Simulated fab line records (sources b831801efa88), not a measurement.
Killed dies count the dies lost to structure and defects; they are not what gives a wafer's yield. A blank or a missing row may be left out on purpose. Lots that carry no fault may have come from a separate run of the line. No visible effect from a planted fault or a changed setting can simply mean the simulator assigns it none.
fab line records	flow sky130
record lots=6	wafers=18	last-day=50
route steps=708 shown METAL3@532 CAPM@537 PAD_OPEN@708
lots with no fault: from the same line, run without faults
start-h: hours from the record's first day to the start of the lot's first wafer shown	wait-h: time in hours since the lot's previous step	" repeats the value in the row above	L1.1+2: a single row standing in for several wafers	- no value, or no start was given	* or withheld: withheld	< > ~ a bound
route shown NAME@n: names a module that has steps shown in the file, with the first one's number in the route	usual: mean/standard deviation of fault-free wafers	same: alike in all rows	chamber/n: place in a boat	sites: per-site readings	_std_site: the values' standard deviation	_edge_site: mean of outer sites minus mean of inner sites	radius-mm: for every site, how far away it sits from the centre of the wafer	mask NAME#n: copy n	behind: the tool/chamber that last shaped the wafer	hold: the reason the lot was held/the length of the hold in hours/how it ended	device: names the non-switching transistor (n, p or np)	end of line: the route-end tests of the same wafers	for a step that has no rows: nothing shown but its recipe	killed: dies that structure and defects cost at the first sort, which is not the same as the wafer's yield	map: dies across one wafer; x = killed, . = not, _ = none there
set.NAME: the setting the step ran with; set.NAME@STEP: the setting that earlier step ran with	model.NAME: the simulator's own value behind a step, which no gauge read
a table for each step, a row for each wafer; lots at some steps of the route
services: when a tool's chamber went out of use (start-h, in hours from the record's first day, below 0 if earlier), for how many hours, and the reason
## steps
# step SKY_METAL3_SPUTTER_00
# recipe material=Ti	target-thk-nm=15	power-w=3000	time-s=10	chamber-pressure-pa=0.4
# usual chamber-pressure-pa=0.4000/0.00082	throttle-valve-pct=29.7/0.7
lot.wafer	tool	chamber	start-h	wait-h	chamber-pressure-pa	throttle-valve-pct
L979.3	pvd-sputter-01	-	916.86	0.2	0.3998	29.7
L979.4	"	-	"	"	0.3996	29.5
L979.5	"	-	"	"	0.4007	29.6
L981.2	pvd-sputter-02	-	929.05	0.2	0.4009	30.1
L981.3	"	-	"	"	0.4001	29.4
L981.6	"	-	"	"	0.3999	29.5
L984.1	pvd-sputter-01	-	949.50	0.1	0.4002	29.8
L984.2	"	-	"	"	0.4007	29.4
L984.5	"	-	"	"	0.4011	29.7
L986.1	pvd-sputter-01	-	965.76	0.2	0.4005	29.8
L986.5	"	-	"	"	0.4018	29.4
L986.6	"	-	"	"	0.4001	29.6
L990.1	pvd-sputter-01	-	997.95	0.2	0.3996	29.9
L990.2	"	-	"	"	0.4006	29.5
L990.5	"	-	"	"	0.3999	30.1
L992.2	pvd-sputter-02	-	1013.80	0.2	0.3989	29.3
L992.3	"	-	"	"	0.4014	29.7
L992.5	"	-	"	"	0.4015	28.3
# step SKY_METAL3_SPUTTER_01
# recipe material=TiN	target-thk-nm=20	power-w=6500	time-s=16.7	chamber-pressure-pa=0.4
# usual chamber-pressure-pa=0.3999/0.00073	throttle-valve-pct=29.7/0.72
lot.wafer	tool	chamber	start-h	wait-h	chamber-pressure-pa	throttle-valve-pct
L979.3	pvd-sputter-01	-	916.88	0.0	0.4007	29.4
L979.4	"	-	"	"	0.4002	29.6
L979.5	"	-	"	"	0.4003	29.6
L981.2	pvd-sputter-02	-	929.08	0.0	0.4010	30.0
L981.3	"	-	"	"	0.4004	29.4
L981.6	"	-	"	"	0.3998	29.7
L984.1	pvd-sputter-01	-	949.53	0.0	0.4005	29.9
L984.2	"	-	"	"	0.3995	29.8
L984.5	"	-	"	"	0.3995	29.5
L986.1	pvd-sputter-01	-	965.78	0.0	0.3991	30.0
L986.5	"	-	"	"	0.3999	29.8
L986.6	"	-	"	"	0.3992	29.7
L990.1	pvd-sputter-01	-	997.98	0.0	0.3993	29.7
L990.2	"	-	"	"	0.4000	29.4
L990.5	"	-	"	"	0.3990	29.6
L992.2	pvd-sputter-02	-	1013.83	0.0	0.4009	29.3
L992.3	"	-	"	"	0.4005	29.7
L992.5	"	-	"	"	0.4002	28.8
# step SKY_METAL3_SPUTTER_02
# recipe material=AlCu	target-thk-nm=735	power-w=10600	time-s=39.1	chamber-pressure-pa=0.4
# step SKY_METAL3_SPUTTER_03
# recipe material=Ti	target-thk-nm=5	power-w=3000	time-s=3.3	chamber-pressure-pa=0.4
# usual chamber-pressure-pa=0.4000/0.00085	throttle-valve-pct=29.7/0.68
lot.wafer	tool	chamber	start-h	wait-h	chamber-pressure-pa	throttle-valve-pct
L979.3	pvd-sputter-01	-	916.95	0.0	0.3994	29.4
L979.4	"	-	"	"	0.4005	29.7
L979.5	"	-	"	"	0.3996	29.8
L981.2	pvd-sputter-02	-	929.14	0.0	0.3998	29.9
L981.3	"	-	"	"	0.4002	29.4
L981.6	"	-	"	"	0.4005	29.6
L984.1	pvd-sputter-01	-	949.59	0.0	0.3997	29.7
L984.2	"	-	"	"	0.4007	29.7
L984.5	"	-	"	"	0.3999	29.6
L986.1	pvd-sputter-01	-	965.84	0.0	0.4019	29.9
L986.5	"	-	"	"	0.3995	29.4
L986.6	"	-	"	"	0.3992	29.7
L990.1	pvd-sputter-01	-	998.04	0.0	0.4006	30.0
L990.2	"	-	"	"	0.3993	29.6
L990.5	"	-	"	"	0.4006	29.9
L992.2	pvd-sputter-02	-	1013.89	0.0	0.3993	29.4
L992.3	"	-	"	"	0.4006	29.6
L992.5	"	-	"	"	0.4002	28.4
# step SKY_METAL3_SPUTTER_04
# recipe material=TiN	target-thk-nm=70	power-w=6500	time-s=58.3	chamber-pressure-pa=0.4
# usual chamber-pressure-pa=0.3999/0.00088	throttle-valve-pct=29.7/0.68
lot.wafer	tool	chamber	start-h	wait-h	chamber-pressure-pa	throttle-valve-pct
L979.3	pvd-sputter-01	-	916.97	0.0	0.4012	29.5
L979.4	"	-	"	"	0.4004	29.6
L979.5	"	-	"	"	0.4009	29.5
L981.2	pvd-sputter-02	-	929.16	0.0	0.4000	29.9
L981.3	"	-	"	"	0.3999	29.5
L981.6	"	-	"	"	0.4004	29.7
L984.1	pvd-sputter-01	-	949.61	0.0	0.4005	29.6
L984.2	"	-	"	"	0.4008	29.8
L984.5	"	-	"	"	0.3991	29.9
L986.1	pvd-sputter-01	-	965.86	0.0	0.3992	29.8
L986.5	"	-	"	"	0.4005	29.6
L986.6	"	-	"	"	0.3999	29.9
L990.1	pvd-sputter-01	-	998.06	0.0	0.4001	29.7
L990.2	"	-	"	"	0.3988	29.5
L990.5	"	-	"	"	0.3992	29.9
L992.2	pvd-sputter-02	-	1013.91	0.0	0.3989	29.5
L992.3	"	-	"	"	0.3981	29.5
L992.5	"	-	"	"	0.3995	28.5
# step SKY_CAPM_CVD_00
# recipe material=SiO2	target-thk-nm=15.5	temp-c=400	time-s=withheld	rf-w=450
# step SKY_CAPM_THK_MEAS_01
# recipe reads=SiO2_of_CAPM_CVD_00
# usual CAPM_CVD_00_THK=15.47/0.27
lot.wafer	tool	chamber	start-h	wait-h	CAPM_CVD_00_THK[nm]
L979.3	film-metro-02	-	917.07	-	15.90
L979.4	"	-	"	"	15.96
L979.5	"	-	"	"	16.28
L981.2	film-metro-01	-	929.24	-	15.13
L981.3	"	-	"	"	14.96
L981.6	"	-	"	"	15.48
L984.1	film-metro-04	-	949.68	-	15.60
L984.2	"	-	"	"	15.55
L984.5	"	-	"	"	15.83
L986.1	film-metro-01	-	965.93	-	15.37
L986.5	"	-	"	"	15.48
L986.6	"	-	"	"	15.49
L990.1	film-metro-04	-	998.13	-	15.34
L990.2	"	-	"	"	15.44
L990.5	"	-	"	"	15.95
L992.2	film-metro-04	-	1014.00	-	15.61
L992.3	"	-	"	"	15.74
L992.5	"	-	"	"	15.68
# step SKY_CAPM_SPUTTER_02
# recipe material=TiN	target-thk-nm=200	temp-c=300	power-w=6500	time-s=159.7	chamber-pressure-pa=0.4
# usual chamber-pressure-pa=0.4001/0.00078	throttle-valve-pct=29.6/0.92
lot.wafer	tool	chamber	start-h	wait-h	chamber-pressure-pa	throttle-valve-pct
L979.3	pvd-sputter-04	-	917.11	0.0	0.3994	31.8
L979.4	"	-	"	"	0.4001	28.7
L979.5	"	-	"	"	0.3999	30.6
L981.2	pvd-sputter-01	-	929.29	0.0	0.3998	29.6
L981.3	"	-	"	"	0.4006	29.7
L981.6	"	-	"	"	0.3991	29.7
L984.1	pvd-sputter-04	-	949.74	0.1	0.3992	29.8
L984.2	"	-	"	"	0.4005	30.8
L984.5	"	-	"	"	0.4003	31.7
L986.1	pvd-sputter-04	-	965.99	0.1	0.3987	30.0
L986.5	"	-	"	"	0.3993	29.8
L986.6	"	-	"	"	0.3989	32.0
L990.1	pvd-sputter-03	-	998.19	0.1	0.3992	28.1
L990.2	"	-	"	"	0.3984	30.7
L990.5	"	-	"	"	0.4001	29.8
L992.2	pvd-sputter-01	-	1014.05	0.0	0.4003	29.7
L992.3	"	-	"	"	0.3993	29.6
L992.5	"	-	"	"	0.3991	29.4
# step SKY_CAPM_RS_MEAS_03
# recipe thk-meas-gauge=four-point-probe	reads=TiN_of_CAPM_SPUTTER_02
# usual CAPM_TIN_RS=7.25/0.087
lot.wafer	tool	chamber	start-h	wait-h	CAPM_TIN_RS[ohm/sq]
L979.3	film-metro-04	-	917.26	0.1	7.24
L979.4	"	-	"	"	7.11
L979.5	"	-	"	"	7.21
L981.2	film-metro-04	-	929.42	0.1	7.09
L981.3	"	-	"	"	7.15
L981.6	"	-	"	"	7.19
L984.1	film-metro-01	-	949.85	0.1	7.13
L984.2	"	-	"	"	7.27
L984.5	"	-	"	"	7.32
L986.1	film-metro-02	-	966.10	0.1	7.16
L986.5	"	-	"	"	7.17
L986.6	"	-	"	"	7.22
L990.1	film-metro-02	-	998.30	0.1	7.42
L990.2	"	-	"	"	7.45
L990.5	"	-	"	"	7.36
L992.2	film-metro-02	-	1014.18	0.1	7.03
L992.3	"	-	"	"	7.18
L992.5	"	-	"	"	7.15
# step SKY_CAPM_THK_MEAS_04
# recipe thk-meas-gauge=xrf	reads=TiN_of_CAPM_SPUTTER_02
# usual CAPM_TIN_THK=189.1/2.7
lot.wafer	tool	chamber	start-h	wait-h	CAPM_TIN_THK[nm]
L979.3	film-metro-04	-	917.36	0.1	189.0
L979.4	"	-	"	"	191.7
L979.5	"	-	"	"	189.2
L981.2	film-metro-04	-	929.53	0.1	191.5
L981.3	"	-	"	"	190.1
L981.6	"	-	"	"	189.6
L984.1	film-metro-01	-	949.97	0.1	191.0
L984.2	"	-	"	"	187.8
L984.5	"	-	"	"	186.1
L986.1	film-metro-02	-	966.22	0.1	193.1
L986.5	"	-	"	"	192.6
L986.6	"	-	"	"	191.1
L990.1	film-metro-02	-	998.42	0.1	186.1
L990.2	"	-	"	"	184.7
L990.5	"	-	"	"	188.0
L992.2	film-metro-02	-	1014.29	0.1	197.0
L992.3	"	-	"	"	192.2
L992.5	"	-	"	"	193.5
# step SKY_CAPM_DEHYDRATE_05
# recipe temp-c=200	time-s=60
# step SKY_CAPM_HMDS_06
# recipe prime-time-s=60	prime-temp-c=120
# step SKY_CAPM_COAT_07
# recipe resist=NOVOLAK	spin-rpm=3000	resist-thk-nm=1140
# usual resist-line-temp-C=22.98/0.094	spin-speed-rpm=3000.1/2.2
lot.wafer	tool	chamber	start-h	wait-h	resist-line-temp-C	spin-speed-rpm	model.NOVOLAK_of_CAPM_COAT_07.thk-nm
L979.3	litho-track-03	0	929.08	0.1	23.07	2998.7	1141
L979.4	"	0	"	"	22.91	2997.3	1142
L979.5	"	0	"	"	22.91	2998.7	1140
L981.2	litho-track-03	0	941.30	0.1	23.07	3148.5	1116
L981.3	"	0	"	"	23.04	3146.3	1113
L981.6	"	0	"	"	23.01	3145.5	1115
L984.1	litho-track-04	0	961.89	0.1	22.96	2999.7	1140
L984.2	"	0	"	"	22.90	3003.1	1137
L984.5	"	0	"	"	22.85	2995.7	1139
L986.1	litho-track-03	0	977.68	0.1	22.92	3148.3	1110
L986.5	"	0	"	"	22.96	3150.4	1111
L986.6	"	0	"	"	22.90	3146.4	1111
L990.1	litho-track-02	0	1009.73	0.1	23.17	3002.1	1139
L990.2	"	0	"	"	22.91	2999.0	1135
L990.5	"	0	"	"	23.09	3001.5	1137
L992.2	litho-track-02	0	1025.16	0.1	22.97	3000.4	1139
L992.3	"	0	"	"	22.93	2997.2	1136
L992.5	"	0	"	"	22.95	2998.4	1135
# step SKY_CAPM_SOFTBAKE_08
# recipe temp-c=90	time-s=60	resist=NOVOLAK
# step SKY_CAPM_EXPOSE_09
# recipe mask-id=CAPM	na=0.6	source-shape=conventional	sigma-outer=0.6	polarization=unpolarized	target-cd-nm=1000	dose-mj=159
# step SKY_CAPM_PEB_10
# recipe temp-c=withheld	time-s=*	resist=NOVOLAK
# step SKY_CAPM_DEVELOP_11
# recipe resist=NOVOLAK	developer=TMAH	develop-time-s=60	dev-temp-c=23
# step SKY_CAPM_OVL_MEAS_12
# usual CAPM_OVL=0.4/1.1
lot.wafer	tool	chamber	start-h	wait-h	CAPM_OVL[nm]
L979.3	overlay-02	-	941.04	0.1	1.6
L979.4	"	-	"	"	0.6
L979.5	"	-	"	"	1.5
L981.2	overlay-02	-	952.95	0.1	-0.5
L981.3	"	-	"	"	-1.5
L981.6	"	-	"	"	-1.0
L984.1	overlay-02	-	973.08	0.1	-0.9
L984.2	"	-	"	"	1.0
L984.5	"	-	"	"	1.2
L986.1	overlay-01	-	989.59	0.1	1.8
L986.5	"	-	"	"	2.9
L986.6	"	-	"	"	1.4
L990.1	overlay-02	-	1021.29	0.1	0.1
L990.2	"	-	"	"	0.5
L990.5	"	-	"	"	0.3
L992.2	overlay-02	-	1036.65	0.1	-1.2
L992.3	"	-	"	"	-0.7
L992.5	"	-	"	"	-0.7
# step SKY_CAPM_METAL_ETCH_13
# recipe target-depth-nm=220	stop-on=SiO2	chemistry=Cl2/BCl3	target=TiN	pressure-mtorr=10	icp-w=900	bias-w=48.5	Cl2_flow_sccm=60	bcl3-flow-sccm=30	time-s=62.9
# usual drypump-motor-current-A=5.3/0.31	oes-product-au=0.916/0.0078	throttle-valve-pct=21.918/0.01
lot.wafer	tool	chamber	start-h	wait-h	drypump-motor-current-A	oes-product-au	rf-hours-counter-h	throttle-valve-pct	model.NOVOLAK_of_CAPM_COAT_07.thk-nm
L979.3	rie-metal-02	1	941.09	0.0	4.9	0.916	-	21.914	994.7
L979.4	"	0	"	"	4.9	0.932	-	21.911	999.1
L979.5	"	0	"	"	4.9	0.917	-	21.908	997.1
L981.2	rie-metal-01	1	952.98	0.0	5.8	0.920	17	21.919	966.7
L981.3	"	1	"	"	5.8	0.930	-	21.914	962.9
L981.6	"	0	"	"	5.5	0.915	-	21.916	965.6
L984.1	rie-metal-03	1	973.11	0.0	5.3	0.926	13	21.914	988.7
L984.2	"	0	"	"	5.5	0.908	14	21.924	984
L984.5	"	1	"	"	5.3	0.907	-	21.943	991.1
L986.1	rie-metal-03	1	989.63	0.0	5.3	0.913	14	21.921	962.7
L986.5	"	1	"	"	5.4	0.923	-	21.901	963.6
L986.6	"	0	"	"	5.5	0.917	-	21.920	958.5
L990.1	rie-metal-02	0	1021.33	0.0	4.9	0.901	16	21.927	993.8
L990.2	"	1	"	"	4.9	0.900	8	21.927	987.5
L990.5	"	1	"	"	4.9	0.903	-	21.911	987.2
L992.2	rie-metal-01	0	1036.68	0.0	5.5	0.935	22	21.926	990.9
L992.3	"	0	"	"	5.5	0.923	-	21.904	986.8
L992.5	"	0	"	"	5.5	0.926	-	21.908	986.2
# step SKY_CAPM_STRIP_14
# recipe chemistry=O2/N2	power-w=1400	pressure-mtorr=1500	platen-temp-c=withheld	o2-flow-sccm=3000	n2-flow-sccm=300	overash-fraction=0.5
# usual drypump-motor-current-A=5.7/0.49	oes-product-au=0.710/0.0041	strip-time-to-endpoint-s=12.65/0.058
lot.wafer	tool	chamber	start-h	wait-h	drypump-motor-current-A	oes-product-au	rf-hours-counter-h	strip-time-to-endpoint-s
L979.3	plasma-asher-01	0	941.18	0.1	6.3	0.716	-	12.67
L979.4	"	1	"	"	5.6	0.710	-	12.72
L979.5	"	0	"	"	6.3	0.705	-	12.69
L981.2	plasma-asher-02	0	953.05	0.1	5.0	0.712	83	12.33
L981.3	"	0	"	"	5.0	0.714	-	12.32
L981.6	"	1	"	"	6.1	0.713	-	12.33
L984.1	plasma-asher-01	0	973.19	0.1	6.3	0.713	56	12.61
L984.2	"	1	"	"	5.6	0.709	56	12.56
L984.5	"	0	"	"	6.3	0.702	-	12.62
L986.1	plasma-asher-03	0	989.70	0.1	5.2	0.711	21	12.29
L986.5	"	1	"	"	6.1	0.708	-	12.29
L986.6	"	0	"	"	5.2	0.707	-	12.25
L990.1	plasma-asher-02	0	1021.40	0.1	5.0	0.711	90	12.65
L990.2	"	1	"	"	6.1	0.708	90	12.58
L990.5	"	0	"	"	5.0	0.711	-	12.58
L992.2	plasma-asher-03	1	1036.75	0.1	6.1	0.711	26	12.64
L992.3	"	1	"	"	6.0	0.710	-	12.56
L992.5	"	1	"	"	6.0	0.705	-	12.56
# step SKY_CAPM_STRIP_15
# recipe chemistry=post-etch-residue-remover	time-s=1200	temp-c=72.5
# step SKY_PAD_OPEN_PROBE_99
# usual defect-limited-yield=82.5/1.8	killed_at_M0_to_M3=45/6.8	killed_at_M4_up=3.1/2	killed-at-contacts=23/5.2	killed-at-front-end=14/3.7	killed-at-other=0.3/0.61	killed-dies=86/9	killed-open=46/6.9	killed-short=39/6.4	sort_bin_3_pad_short=0.9/0.44	sort_bin_5_function=10.5/1.4	sort_bin_6_memory=6.1/1.1	sort_bin_8_speed=0.01/0.052	sort-n-pass=406/9	sort-yield-pct=82.5/1.8
# same gross-dies=492	killed-at-back-side=0	sort_bin_4_leakage[%]=0
lot.wafer	tool	chamber	start-h	wait-h	defect-limited-yield[%]	killed_at_M0_to_M3	killed_at_M4_up	killed-at-contacts	killed-at-front-end	killed-at-other	killed-dies	killed-open	killed-short	sort_bin_3_pad_short[%]	sort_bin_5_function[%]	sort_bin_6_memory[%]	sort_bin_8_speed[%]	sort-n-pass	sort-yield-pct[%]
L979.3	prober-02	-	1127.39	0.2	82.3	43	3	25	16	0	87	37	50	1.2	10.0	6.5	0	405	82.3
L979.4	prober-02	-	1127.44	0.2	81.9	48	6	18	17	0	89	44	45	1.0	9.8	7.3	0	403	81.9
L979.5	prober-02	-	1127.49	0.2	84.3	39	3	20	13	2	77	43	34	0.8	7.5	7.3	0	415	84.3
L981.2	prober-02	-	1139.21	0.1	83.7	43	3	22	12	0	80	42	37	0.4	10.4	5.5	0	412	83.7
L981.3	prober-02	-	1139.26	0.2	83.1	37	1	31	14	0	83	55	28	0.4	9.1	7.3	0	409	83.1
L981.6	prober-02	-	1139.41	0.2	86.4	35	2	14	16	0	67	33	34	1.4	8.3	3.9	0	425	86.4
L984.1	prober-01	-	1153.76	0.1	81.9	52	2	16	19	0	89	50	39	0.6	11.6	5.9	0	403	81.9
L984.2	prober-01	-	1153.81	0.1	81.7	52	3	23	12	0	90	38	52	0.6	12.4	5.3	0	402	81.7
L984.5	prober-01	-	1153.96	0.2	81.3	46	3	26	16	1	92	50	41	2.0	10.6	6.1	0	400	81.3
L986.1	prober-01	-	1165.30	0.1	79.9	50	4	23	22	0	99	55	44	1.0	11.6	7.5	0	393	79.9
L986.5	prober-01	-	1165.50	0.2	80.3	44	3	30	20	0	97	60	37	1.2	10.8	7.7	0	395	80.3
L986.6	prober-01	-	1165.55	0.2	81.9	43	3	29	14	0	89	54	35	0.6	11.8	5.7	0	403	81.9
L990.1	prober-01	-	1187.63	0.1	82.5	45	2	19	20	0	86	48	38	0.4	10.8	6.3	0	406	82.5
L990.2	prober-01	-	1187.68	0.1	78.7	44	9	32	19	1	105	49	56	1.6	13.2	6.5	0	387	78.7
L990.5	prober-01	-	1187.83	0.2	79.5	55	10	26	10	0	101	51	50	0.8	13.8	5.9	0	391	79.5
L992.2	prober-02	-	1199.11	0.1	83.7	42	5	17	16	0	80	44	36	0.6	10.4	5.3	0	412	83.7
L992.3	prober-02	-	1199.16	0.2	80.9	49	4	21	18	2	94	54	40	0.6	10.8	7.7	0.20	397	80.7
L992.5	prober-02	-	1199.26	0.2	81.5	46	6	23	15	1	91	48	43	1.8	11.4	5.3	0	401	81.5
# killed by level:class
L979.3 CONTACT:geometric-particle:open=10 VIA1:geometric-particle:short=10 VIA1:geometric-particle:open=9 METAL2:geometric-particle:short=7 METAL1:geometric-particle:short=6 LOCAL_INTERCONNECT:geometric-particle:short=5 FIELD_ISO:geometric-particle:short=4 POLY_GATE:geometric-particle:open=4
L979.4 CONTACT:geometric-particle:open=11 VIA2:geometric-particle:short=10 METAL1:geometric-particle:short=9 FIELD_ISO:geometric-particle:open=7 VIA1:geometric-particle:open=7 LI_CONTACT:geometric-particle:open=5 METAL2:geometric-particle:short=5 FIELD_ISO:geometric-particle:short=4
L979.5 VIA1:geometric-particle:open=8 VIA3:geometric-particle:open=7 CONTACT:geometric-particle:open=7 LOCAL_INTERCONNECT:geometric-particle:short=6 LI_CONTACT:geometric-particle:open=5 METAL1:geometric-particle:short=5 VIA2:geometric-particle:short=5 VIA2:geometric-particle:open=5
L981.2 VIA1:geometric-particle:open=13 VIA3:geometric-particle:open=9 CONTACT:geometric-particle:open=7 METAL2:geometric-particle:short=6 LI_CONTACT:geometric-particle:open=5 POLY_GATE:geometric-particle:short=4 VIA1:geometric-particle:short=4 VIA3:geometric-particle:short=4
L981.3 CONTACT:geometric-particle:open=12 LI_CONTACT:geometric-particle:open=11 VIA1:geometric-particle:open=9 VIA2:geometric-particle:open=8 METAL1:geometric-particle:short=6 POLY_GATE:geometric-particle:open=5 POLY_GATE:geometric-particle:short=5 LOCAL_INTERCONNECT:geometric-particle:short=5
L981.6 VIA1:geometric-particle:open=10 CONTACT:geometric-particle:open=8 METAL2:geometric-particle:short=7 METAL1:geometric-particle:short=5 FIELD_ISO:geometric-particle:short=4 POLY_GATE:geometric-particle:open=4 POLY_GATE:geometric-particle:short=3 VIA1:geometric-particle:short=3
L984.1 VIA3:geometric-particle:open=9 VIA1:geometric-particle:open=8 CONTACT:geometric-particle:open=7 VIA2:geometric-particle:open=7 FIELD_ISO:geometric-particle:short=5 METAL2:geometric-particle:short=5 METAL3:geometric-particle:short=5 FIELD_ISO:geometric-particle:open=4
L984.2 VIA1:geometric-particle:open=12 VIA1:geometric-particle:short=11 CONTACT:geometric-particle:open=8 METAL1:geometric-particle:short=8 LOCAL_INTERCONNECT:geometric-particle:short=7 VIA3:geometric-particle:open=5 LI_CONTACT:geometric-particle:open=4 VIA2:geometric-particle:open=4
L984.5 VIA1:geometric-particle:open=12 CONTACT:geometric-particle:open=8 VIA2:geometric-particle:open=8 CONTACT:geometric-particle:short=7 METAL1:geometric-particle:short=7 VIA3:geometric-particle:open=7 METAL2:geometric-particle:short=6 FIELD_ISO:geometric-particle:short=5
L986.1 METAL2:geometric-particle:short=10 LI_CONTACT:geometric-particle:open=9 FIELD_ISO:geometric-particle:open=8 VIA3:geometric-particle:open=8 CONTACT:geometric-particle:open=6 METAL1:geometric-particle:short=6 VIA2:geometric-particle:open=6 VIA1:geometric-particle:open=6
L986.5 VIA1:geometric-particle:open=12 CONTACT:geometric-particle:open=11 LI_CONTACT:geometric-particle:open=8 VIA3:geometric-particle:open=7 POLY_GATE:geometric-particle:open=5 CONTACT:geometric-particle:short=5 VIA2:geometric-particle:open=5 FIELD_ISO:geometric-particle:open=4
L986.6 CONTACT:geometric-particle:open=13 VIA1:geometric-particle:open=12 LI_CONTACT:geometric-particle:open=8 METAL2:geometric-particle:short=7 VIA2:geometric-particle:open=6 VIA3:geometric-particle:open=5 FIELD_ISO:geometric-particle:open=4 METAL1:geometric-particle:short=4
L990.1 METAL2:geometric-particle:short=10 VIA1:geometric-particle:open=9 CONTACT:geometric-particle:open=8 FIELD_ISO:geometric-particle:open=6 POLY_GATE:geometric-particle:open=6 LI_CONTACT:geometric-particle:short=5 VIA2:geometric-particle:open=5 METAL1:geometric-particle:short=4
L990.2 CONTACT:geometric-particle:open=10 VIA1:geometric-particle:open=8 METAL2:geometric-particle:short=8 LI_CONTACT:geometric-particle:open=7 METAL4:geometric-particle:short=7 FIELD_ISO:geometric-particle:short=6 POLY_GATE:geometric-particle:short=6 VIA2:geometric-particle:open=6
L990.5 VIA1:geometric-particle:open=13 VIA2:geometric-particle:open=9 VIA1:geometric-particle:short=8 METAL4:geometric-particle:short=7 CONTACT:geometric-particle:short=6 LI_CONTACT:geometric-particle:open=6 CONTACT:geometric-particle:open=6 VIA3:geometric-particle:open=6
L992.2 VIA1:geometric-particle:open=8 METAL2:geometric-particle:short=7 CONTACT:geometric-particle:open=7 VIA3:geometric-particle:open=7 POLY_GATE:geometric-particle:open=6 LI_CONTACT:geometric-particle:open=6 VIA1:geometric-particle:short=5 FIELD_ISO:geometric-particle:short=4
L992.3 VIA1:geometric-particle:open=12 VIA3:geometric-particle:open=9 LI_CONTACT:geometric-particle:open=8 METAL2:geometric-particle:short=7 VIA1:geometric-particle:short=6 FIELD_ISO:geometric-particle:open=5 VIA2:geometric-particle:open=5 CONTACT:geometric-particle:open=5
L992.5 VIA1:geometric-particle:open=12 LI_CONTACT:geometric-particle:open=8 VIA3:geometric-particle:open=8 CONTACT:geometric-particle:open=6 METAL2:geometric-particle:short=6 METAL1:geometric-particle:short=5 FIELD_ISO:geometric-particle:open=4 VIA2:geometric-particle:short=4
## services
tool	chamber	start-h	hours	kind
plasma-asher-01	-	908.18	2.8	pm
plasma-asher-03	-	914.56	0.4	repair
rie-metal-03	0	936.49	23.9	repair
pvd-sputter-04	-	978.96	110.0	repair
plasma-asher-01	-	983.80	0.5	repair
rie-metal-03	0	993.94	5.9	repair
pvd-sputter-02	2	1004.36	-	consumable-replace:kit
pvd-sputter-02	2	1004.36	18.0	scheduled-down
pvd-sputter-02	2	1004.36	18.0	vent-cycle
plasma-asher-03	-	1023.49	1.2	repair
pvd-sputter-02	-	1025.53	7.7	repair
plasma-asher-03	-	1029.62	1.6	repair
## key
first-sign step=SKY_CAPM_COAT_07	reading=spin-speed-rpm	direction=up	sigmas=66	usual=3000.1	struck=3147.6
effect step=SKY_CAPM_STRIP_14	reading=strip-time-to-endpoint-s	direction=down	sigmas=6	usual=*	struck=*
model-effect step=SKY_CAPM_COAT_07	value=NOVOLAK_of_CAPM_COAT_07.thk-nm	without=1140	struck=1113
model-effect step=SKY_CAPM_METAL_ETCH_13	value=NOVOLAK_of_CAPM_COAT_07.thk-nm	without=990.4	struck=963.3
met-at SKY_CAPM_COAT_07
struck-wafers L981.2,L981.3,L981.6,L986.1,L986.5,L986.6
onset-between 929.08 941.30
fault kind=process-parameter-drift	tool=litho-track-03	chamber=-	onset-h=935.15	steps=SKY_CAPM_COAT_07	channel=spin-rpm	offset=147.88	shape=step	end-h=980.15	acts-in=these-recipes-only	stated=3000
